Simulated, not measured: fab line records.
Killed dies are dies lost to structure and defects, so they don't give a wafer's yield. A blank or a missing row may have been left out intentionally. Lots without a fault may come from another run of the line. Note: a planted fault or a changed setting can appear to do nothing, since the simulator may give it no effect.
Struck lot and sound lot, side by side / flow sky130 / 14 out of 708 route steps
Sound: wafers L173.1, L173.2, L173.4. Wafers struck: L178.1, L178.3, L178.5. The cause is named last.
For every step that has rows: the tool of each side, followed by ch and its chambers, followed by its first start. Under that, the readings that differ: sound wafers / struck wafers / difference of the means / sigmas: that difference in standard deviations of wafers without a fault.
alike: readings whose means differ by less than 2 such deviations, and words and numbers that are the same on both sides. not compared: withheld readings, readings that some wafer has no value for, bounds like >300 that may hide the same value, and numbers for which the record gives no deviation and whose values overlap.
A row with sigmas, a row that says differs or no value, or rows on one side alone: a step with any of these is where the two part. Non-overlapping numbers with no deviation appear without sigmas and do not part them. Lack of a reading on every wafer of one side parts them only where that side has two or more wafers.

first, 1 step without rows for these wafers: SKY_SONOS_ONO_OXIDATION_00 (stabilise 600 s, purge 300 s, target thk 2.6 nm).
SKY_SONOS_ONO_THK_MEAS_01:
  struck on film metro-02, day 13 04:05; sound on film metro-01, day 11 08:27
  alike: SONOS_ONO_OXIDATION_THK
then, 1 step without rows for these wafers: SKY_SONOS_ONO_CVD_02 (deposits Si3N4 from DCS/NH3, target thk 10.5 nm, time 180 s).
SKY_SONOS_ONO_THK_MEAS_03:
  struck on film metro-01, day 13 05:31; sound on film metro-01, day 11 09:34
  alike: SONOS_ONO_CVD_02_THK
then, 1 step without rows for these wafers: SKY_SONOS_ONO_CVD_04 (deposits SiO2 from SiH4/N2O, target thk 5.7199 nm).
SKY_SONOS_ONO_THK_MEAS_05:
  struck on film metro-01, day 13 06:50; sound on film metro-02, day 11 10:52
  alike: SONOS_ONO_CVD_04_THK
then, 6 steps without rows for these wafers: SKY_SONOS_ONO_DEHYDRATE_06 (time 60 s); SKY_SONOS_ONO_HMDS_07 (prime time 60 s); SKY_SONOS_ONO_COAT_08 (resist thk 1140 nm); SKY_SONOS_ONO_SOFTBAKE_09 (time 60 s); SKY_SONOS_ONO_EXPOSE_10 (exposes mask ONOM, target cd 410 nm); SKY_SONOS_ONO_PEB_11.
SKY_SONOS_ONO_DEVELOP_12: develop time 60 s.
  struck on litho track-04, day 14 07:35; sound on litho track-04 ch 0, day 12 10:57
  no value came back on the struck wafers for chill plate temp C (C), develop time s (s); on the sound wafers chill plate temp C (C) reads 22.92 22.89 22.96
SKY_SONOS_ONO_CD_MEAS_13: target cd 410 nm.
  struck on cd sem-02, day 14 07:44; sound on cd sem-01, day 12 11:06
reading=cd nm (nm); sound=410.8 413.3 411.4; struck=- - -; difference=no value on the struck wafers; sigmas=

WHERE THEY PART
At SKY_SONOS_ONO_DEVELOP_12 first; at SKY_SONOS_ONO_CD_MEAS_13 last (within this record only).

WHY: what had been put in by the simulator
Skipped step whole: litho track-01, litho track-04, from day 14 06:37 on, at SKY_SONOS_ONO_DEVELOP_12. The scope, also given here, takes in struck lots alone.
